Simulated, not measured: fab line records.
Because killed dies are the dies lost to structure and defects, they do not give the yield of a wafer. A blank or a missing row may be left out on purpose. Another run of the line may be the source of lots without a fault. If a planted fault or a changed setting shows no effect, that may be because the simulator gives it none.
Which of the tools did it? || flow gf180mcu || 35 wafers from 12 lots sampled at 5 of the route's 602 steps

== WHAT THE GAUGES SHOWED, per wafer ==
GF_M3_CD_MEAS_14 targets a cd of 280 nm. Usual: cdNm at 279.9 nm, with a standard deviation of 1.1.
{"lot": "L556", "measured": "day 21 16:40", "on": "cdSem-02", "cdNm (nm)": "279.6 278.3 278.3", "flag": ""}
{"lot": "L557", "measured": "day 21 22:19", "on": "cdSem-01", "cdNm (nm)": "279.5 279.1 280.2", "flag": ""}
{"lot": "L558", "measured": "day 22 08:26", "on": "cdSem-02", "cdNm (nm)": "279.2 279.5 278.9", "flag": ""}
{"lot": "L559", "measured": "day 22 21:56", "on": "cdSem-02", "cdNm (nm)": "280.3 280.4 280.1", "flag": ""}
{"lot": "L561", "measured": "day 23 14:12", "on": "cdSem-01", "cdNm (nm)": "280.7 279.7 280.5", "flag": ""}
{"lot": "L562", "measured": "day 23 18:28", "on": "cdSem-01", "cdNm (nm)": "278.3 279.8 279.5", "flag": ""}
{"lot": "L565", "measured": "day 24 19:55", "on": "cdSem-01", "cdNm (nm)": "280.5 280.9 279.0", "flag": ""}
{"lot": "L567", "measured": "day 25 10:18", "on": "cdSem-02", "cdNm (nm)": "279.0 278.2 279.1", "flag": ""}
{"lot": "L569", "measured": "day 26 05:59", "on": "cdSem-01", "cdNm (nm)": "279.7 280.0 279.7", "flag": ""}
{"lot": "L573", "measured": "day 27 16:09", "on": "cdSem-01", "cdNm (nm)": "278.9 279.5 278.7", "flag": ""}
{"lot": "L575", "measured": "day 27 23:13", "on": "cdSem-02", "cdNm (nm)": "280.2 281.0 280.8", "flag": ""}
{"lot": "L576", "measured": "day 28 01:15", "on": "cdSem-01", "cdNm (nm)": "278.3 278.6", "flag": ""}

GF_M3_OVL_MEAS_15. Usual: for M3_OVL the level is -1 nm and the standard deviation is 6.7.
{"lot": "L556", "measured": "day 21 16:47", "on": "overlay-01", "M3_OVL (nm)": "-6 -7 0", "flag": ""}
{"lot": "L557", "measured": "day 21 22:23", "on": "overlay-01", "M3_OVL (nm)": "0 -7 1", "flag": ""}
{"lot": "L558", "measured": "day 22 08:34", "on": "overlay-02", "M3_OVL (nm)": "9 2 5", "flag": ""}
{"lot": "L559", "measured": "day 22 22:04", "on": "overlay-02", "M3_OVL (nm)": "-9 -5 -9", "flag": ""}
{"lot": "L561", "measured": "day 23 14:17", "on": "overlay-01", "M3_OVL (nm)": "-13 -12 -11", "flag": ""}
{"lot": "L562", "measured": "day 23 18:35", "on": "overlay-01", "M3_OVL (nm)": "2 -1 0", "flag": ""}
{"lot": "L565", "measured": "day 24 20:02", "on": "overlay-02", "M3_OVL (nm)": "6 3 1", "flag": ""}
{"lot": "L567", "measured": "day 25 10:25", "on": "overlay-02", "M3_OVL (nm)": "1 5 0", "flag": ""}
{"lot": "L569", "measured": "day 26 06:07", "on": "overlay-01", "M3_OVL (nm)": "-4 -3 -3", "flag": ""}
{"lot": "L573", "measured": "day 27 16:16", "on": "overlay-02", "M3_OVL (nm)": "-7 -10 -7", "flag": ""}
{"lot": "L575", "measured": "day 27 23:20", "on": "overlay-01", "M3_OVL (nm)": "8 5 12", "flag": ""}
{"lot": "L576", "measured": "day 28 01:22", "on": "overlay-01", "M3_OVL (nm)": "5 12", "flag": ""}

GF_V3_THK_MEAS_03. Usual: for V3_CVD_02_THK the level is 850 nm and the standard deviation is 11.
{"lot": "L556", "measured": "day 21 17:40", "on": "filmMetro-02", "V3_CVD_02_THK (nm)": "841 850 865", "flag": ""}
{"lot": "L557", "measured": "day 21 23:21", "on": "filmMetro-04", "V3_CVD_02_THK (nm)": "855 861 869", "flag": ""}
{"lot": "L558", "measured": "day 22 09:29", "on": "filmMetro-02", "V3_CVD_02_THK (nm)": "846 850 874", "flag": ""}
{"lot": "L559", "measured": "day 22 22:59", "on": "filmMetro-02", "V3_CVD_02_THK (nm)": "846 838 857", "flag": ""}
{"lot": "L561", "measured": "day 23 15:10", "on": "filmMetro-04", "V3_CVD_02_THK (nm)": "860 845 850", "flag": ""}
{"lot": "L562", "measured": "day 23 19:28", "on": "filmMetro-02", "V3_CVD_02_THK (nm)": "844 845 867", "flag": ""}
{"lot": "L565", "measured": "day 24 20:56", "on": "filmMetro-02", "V3_CVD_02_THK (nm)": "838 848 854", "flag": ""}
{"lot": "L567", "measured": "day 25 11:20", "on": "filmMetro-02", "V3_CVD_02_THK (nm)": "836 831 846", "flag": ""}
{"lot": "L569", "measured": "day 26 07:10", "on": "filmMetro-02", "V3_CVD_02_THK (nm)": "836 852 853", "flag": ""}
{"lot": "L573", "measured": "day 27 17:09", "on": "filmMetro-03", "V3_CVD_02_THK (nm)": "838 225 862", "flag": "OFF"}
{"lot": "L575", "measured": "day 28 00:14", "on": "filmMetro-03", "V3_CVD_02_THK (nm)": "221 835 234", "flag": "OFF"}
{"lot": "L576", "measured": "day 28 02:20", "on": "filmMetro-03", "V3_CVD_02_THK (nm)": "836 230", "flag": "OFF"}

== WHAT TOOL EACH LOT RAN ON (gives the tool, then ch and the chambers of the sampled wafers, and finally the start) ==
{"lot": "L556", "GF_V2_SPUTTER_22": "pvdSputter-02, day 20 16:41", "GF_V3_CVD_02": "pecvd-01 ch 0,1, day 21 17:35"}
{"lot": "L557", "GF_V2_SPUTTER_22": "pvdSputter-01, day 20 22:05", "GF_V3_CVD_02": "pecvd-01 ch 0,1,2, day 21 23:17"}
{"lot": "L558", "GF_V2_SPUTTER_22": "pvdSputter-02, day 21 07:52", "GF_V3_CVD_02": "pecvd-03 ch 0,1, day 22 09:22"}
{"lot": "L559", "GF_V2_SPUTTER_22": "pvdSputter-04, day 21 21:56", "GF_V3_CVD_02": "pecvd-03 ch 0,2, day 22 22:55"}
{"lot": "L561", "GF_V2_SPUTTER_22": "pvdSputter-02, day 22 14:37", "GF_V3_CVD_02": "pecvd-01 ch 0,1,2, day 23 15:07"}
{"lot": "L562", "GF_V2_SPUTTER_22": "pvdSputter-01, day 22 19:16", "GF_V3_CVD_02": "pecvd-01 ch 0,2, day 23 19:23"}
{"lot": "L565", "GF_V2_SPUTTER_22": "pvdSputter-04, day 23 21:17", "GF_V3_CVD_02": "pecvd-03 ch 0,1, day 24 20:51"}
{"lot": "L567", "GF_V2_SPUTTER_22": "pvdSputter-02, day 24 12:47", "GF_V3_CVD_02": "pecvd-01 ch 0,2, day 25 11:16"}
{"lot": "L569", "GF_V2_SPUTTER_22": "pvdSputter-04, day 25 09:50", "GF_V3_CVD_02": "pecvd-03 ch 0,1, day 26 07:06"}
{"lot": "L573", "GF_V2_SPUTTER_22": "pvdSputter-04, day 26 18:55", "GF_V3_CVD_02": "pecvd-01 ch 0,1, day 27 17:05"}
{"lot": "L575", "GF_V2_SPUTTER_22": "pvdSputter-04, day 27 02:50", "GF_V3_CVD_02": "pecvd-01 ch 0,2, day 28 00:09"}
{"lot": "L576", "GF_V2_SPUTTER_22": "pvdSputter-02, day 27 04:49", "GF_V3_CVD_02": "pecvd-01 ch 1,2, day 28 02:16"}
- GF_V2_SPUTTER_22: material TiN, target thk 10 nm, time 40 s.
- GF_V3_CVD_02: deposits SiO2 from TEOS, target thk 850 nm, time 94.851 s.

== AS READ BY THE TOOLS THEMSELVES (means over the sampled wafers that have a number; for cases with no such wafer, the mark the record gives instead) ==
GF_V2_SPUTTER_22. Usual: throttleValvePct at 29.9 %, with a standard deviation of 1.2.
{"lot": "L556", "tool": "pvdSputter-02", "throttleValvePct (%)": 30.5, "flag": ""}
{"lot": "L557", "tool": "pvdSputter-01", "throttleValvePct (%)": 29.2, "flag": ""}
{"lot": "L558", "tool": "pvdSputter-02", "throttleValvePct (%)": 31.0, "flag": ""}
{"lot": "L559", "tool": "pvdSputter-04", "throttleValvePct (%)": 28.8, "flag": ""}
{"lot": "L561", "tool": "pvdSputter-02", "throttleValvePct (%)": 30.7, "flag": ""}
{"lot": "L562", "tool": "pvdSputter-01", "throttleValvePct (%)": 30.5, "flag": ""}
{"lot": "L565", "tool": "pvdSputter-04", "throttleValvePct (%)": 29.4, "flag": ""}
{"lot": "L567", "tool": "pvdSputter-02", "throttleValvePct (%)": 30.8, "flag": ""}
{"lot": "L569", "tool": "pvdSputter-04", "throttleValvePct (%)": 29.7, "flag": ""}
{"lot": "L573", "tool": "pvdSputter-04", "throttleValvePct (%)": 29.5, "flag": ""}
{"lot": "L575", "tool": "pvdSputter-04", "throttleValvePct (%)": 29.2, "flag": ""}
{"lot": "L576", "tool": "pvdSputter-02", "throttleValvePct (%)": 31.1, "flag": ""}

GF_V3_CVD_02. Usual: heaterPowerW 638 W, standard deviation 73; runLengthS 122.9 s, standard deviation 0.51.
{"lot": "L556", "tool": "pecvd-01", "heaterPowerW (W)": 702, "runLengthS (s)": 123.1, "flag": ""}
{"lot": "L557", "tool": "pecvd-01", "heaterPowerW (W)": 660, "runLengthS (s)": 123.1, "flag": ""}
{"lot": "L558", "tool": "pecvd-03", "heaterPowerW (W)": 650, "runLengthS (s)": 122.7, "flag": ""}
{"lot": "L559", "tool": "pecvd-03", "heaterPowerW (W)": 625, "runLengthS (s)": 122.4, "flag": ""}
{"lot": "L561", "tool": "pecvd-01", "heaterPowerW (W)": 660, "runLengthS (s)": 123.0, "flag": ""}
{"lot": "L562", "tool": "pecvd-01", "heaterPowerW (W)": 650, "runLengthS (s)": 123.3, "flag": ""}
{"lot": "L565", "tool": "pecvd-03", "heaterPowerW (W)": 668, "runLengthS (s)": 123.0, "flag": ""}
{"lot": "L567", "tool": "pecvd-01", "heaterPowerW (W)": 678, "runLengthS (s)": 123.6, "flag": ""}
{"lot": "L569", "tool": "pecvd-03", "heaterPowerW (W)": 614, "runLengthS (s)": 122.7, "flag": ""}
{"lot": "L573", "tool": "pecvd-01", "heaterPowerW (W)": 740, "runLengthS (s)": 99.7, "flag": "OFF"}
{"lot": "L575", "tool": "pecvd-01", "heaterPowerW (W)": 653, "runLengthS (s)": 77.7, "flag": "OFF"}
{"lot": "L576", "tool": "pecvd-01", "heaterPowerW (W)": 651, "runLengthS (s)": 88.5, "flag": "OFF"}

== THE ANSWER, worked out from the rows above alone ==
Rule: a lot is off if the mean of its wafers that have a number lies more than 3 standard deviations from the usual mean. A lot without any number at a reading at which 4 lots or more have one is off too. All remaining lots with rows at the step are treated as sound. First the gauges in route order, then the tools' own readings, where a lot's mean is used as printed above. At the first step where some lot is off, the reading lying furthest off is the one used; lots without a number count as furthest.
Off: L573, L575, L576, seen at GF_V3_THK_MEAS_03 (V3_CVD_02_THK).
A tool fits if, at a process step before that reading, it ran every lot that is off, and no sound lot after the first of them. Not tried: the gauges at GF_V3_THK_MEAS_03; whatever is off there is also off at GF_V3_CVD_02, on other tools, and gauge error can't account for it. One fits: GF_V3_CVD_02 on pecvd-01. Its last sound lot is L567 (day 25 11:16), its first lot that is off L573 (day 27 17:05): a fault that began between those two fits.
The tool's own readings at GF_V3_CVD_02 bear it out: on the lots that are off they differ by more than 5 times the standard deviation of the sound lots' means. runLengthS reads 88.6 s there against 123.0 s on the sound lots.

== WHAT WAS PUT IN BY THE SIMULATOR ==
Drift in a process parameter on pecvd-01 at GF_V3_CVD_02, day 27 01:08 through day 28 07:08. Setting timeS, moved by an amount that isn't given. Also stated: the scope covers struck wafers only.
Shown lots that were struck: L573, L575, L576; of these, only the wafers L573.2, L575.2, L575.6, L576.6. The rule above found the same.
